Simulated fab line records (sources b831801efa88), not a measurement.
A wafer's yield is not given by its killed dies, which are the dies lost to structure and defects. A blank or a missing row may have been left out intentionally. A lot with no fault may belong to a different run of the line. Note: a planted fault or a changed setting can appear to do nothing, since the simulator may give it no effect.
Matching of chambers | flow gf180mcu | GF_CONTACT_CVD_00 on hdpcvd-01: 3 sister chambers
The step deposits SiO2, target thk 300 nm, time 50 s. 6 wafers are shown with their chamber, then 7 later ones without.

## WAFERS PAIRED WITH THEIR CHAMBERS
wafer  | chamber | sih4_flow_sccm (sccm)
L344.3 | 1       | 60.08
L347.1 | 0       | 60.13
L347.5 | 1       | 60.21
L347.6 | 2       | 60.12
L346.1 | 2       | 59.94
L346.2 | 0       | 59.99

## WAFERS WITH NO CHAMBER GIVEN
wafer  | sih4_flow_sccm (sccm)
L346.6 | 59.98
L348.1 | 59.88
L348.4 | 60.03
L348.6 | 59.92
L356.1 | 60.10
L356.4 | 60.44
L356.5 | 60.05

## THE CHAMBER EACH PASSED THROUGH
wafer  | from the rows above          | in truth
L346.6 | can't be placed: 2 or 0 or 1 | 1
L348.1 | can't be placed: 2 or 0 or 1 | 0
L348.4 | can't be placed: 2 or 0 or 1 | 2
L348.6 | can't be placed: 2 or 0 or 1 | 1
L356.1 | can't be placed: 0 or 1 or 2 | 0
L356.4 | can't be placed: 1 or 0 or 2 | 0
L356.5 | can't be placed: 0 or 2 or 1 | 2
Correct placement for 0 of the 7. Can't be placed from these rows: 7 (the true chamber is among the candidates in 7). Number placed wrongly: 0.
How it was worked out, from the rows above alone: a wafer's distance from a chamber is the root of the sum, over the readings, of the square of ((its reading less the chamber's mean) divided by the reading's scatter). The wafer belongs to the nearest chamber; if the next one is less than 2 further off, it can't be placed. A chamber's mean is the mean of its shown wafers. The scatter: take each reading less its chamber's mean, square it, sum over the shown wafers, divide by the number of wafers less the number of chambers, and take the root.
